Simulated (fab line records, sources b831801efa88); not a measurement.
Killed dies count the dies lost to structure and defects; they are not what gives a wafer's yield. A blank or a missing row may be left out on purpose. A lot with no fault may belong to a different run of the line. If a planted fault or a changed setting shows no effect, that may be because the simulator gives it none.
Problem report in the 8D (eight disciplines) form, filled by code -- flow gf180mcu -- the parts of the form that need people (team, actions taken, sign-off) are left out

== 1. WHAT WENT WRONG ==
At GF_VT_IMPLANT_SOFTBAKE_36, run-length-s averages 103.23 s over 4 wafers from 3 lots, while fault-free wafers read 89.19 s, standard deviation 0.21. Measured from the usual mean, that is +67 standard deviations.
The step: time 60 s.
First seen on wafer L718.1, day 11 12:40, on litho-track-02. At this step, 39 wafers from 13 lots have a number in the record. Rule for "out" (also "out of limits"): further than 4 standard deviations from the usual mean. Any other wafer with a number is counted as sound.

== 2. WHAT IT IS, WHAT IT ISN'T ==
question,is,is not
which readings at this step,run-length-s,-
which lots,"L718, L719, L720","L703, L706, L707, L708, L709, L710, L711, L715, L724, L726"
which wafers of those lots,"L718.1, L718.3, L719.3, L720.6","L718.4, L719.2, L719.5, L720.2, L720.4"
read on which tools,litho-track-02,"litho-track-01, litho-track-04"
when,from day 11 12:40,"up to then (25 sound wafers); but 10 sound wafers of L719, L720, L724, L726 came after"

== 3. WHAT RULES OUT EACH SUSPECT ==
Counting: any tool at a process step up to the reading remains a suspect provided it ran every lot that is out. Sound lots after the first of them don't rule it out here, since some wafers of a struck lot are sound.
- plasma-asher-04 at GF_VT_IMPLANT_STRIP_09 (strips in O2/N2): kept. Every lot that is out went through it, the first being L718 (day 9 14:23); the last sound lot it ran before that was L707 (day 7 02:45).
- plasma-asher-04 at GF_VT_IMPLANT_STRIP_31 (strips in O2/N2): kept. Every lot that is out went through it, the first being L718 (day 11 03:21); the last sound lot it ran before that was L715 (day 10 12:55).
- litho-track-02 at GF_VT_IMPLANT_SOFTBAKE_36 (time 60 s): kept. Every lot that is out went through it, the first being L718 (day 11 12:40); the last sound lot it ran before that was L715 (day 10 21:49). Its own run-length-s readings are out on those wafers.
After the count, these remain: plasma-asher-04 at GF_VT_IMPLANT_STRIP_09, plasma-asher-04 at GF_VT_IMPLANT_STRIP_31 and litho-track-02 at GF_VT_IMPLANT_SOFTBAKE_36.

== 4. THE CAUSE (what the simulator had put in) ==
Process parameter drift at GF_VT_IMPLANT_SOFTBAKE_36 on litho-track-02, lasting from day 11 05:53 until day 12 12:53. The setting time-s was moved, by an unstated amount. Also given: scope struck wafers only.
3 suspects survive the count, and this tool is in that group.

== 5. THE CHAIN OF EFFECTS, in route order ==
Each row: a reading whose mean over the struck wafers that have a number lies more than 3 standard deviations from the usual. Scope: only readings with a usual standard deviation given in the record; hours: median across lots of the time from each lot's start at the first step in this table that gives one to its start at this step; sigmas: change in usual standard deviations.
hours,step,reading,usual,on struck wafers,change,sigmas
0,GF_VT_IMPLANT_SOFTBAKE_36,run-length-s,89.19 s,103.23,+14.04,+67
Here are the process steps it includes:
- GF_VT_IMPLANT_SOFTBAKE_36: time 60 s.

== 6. HOW IT WOULD HAVE BEEN CAUGHT EARLIER ==
In this record no reading fell out of limits until day 11 12:40, 7 hours after the fault had begun at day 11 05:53.
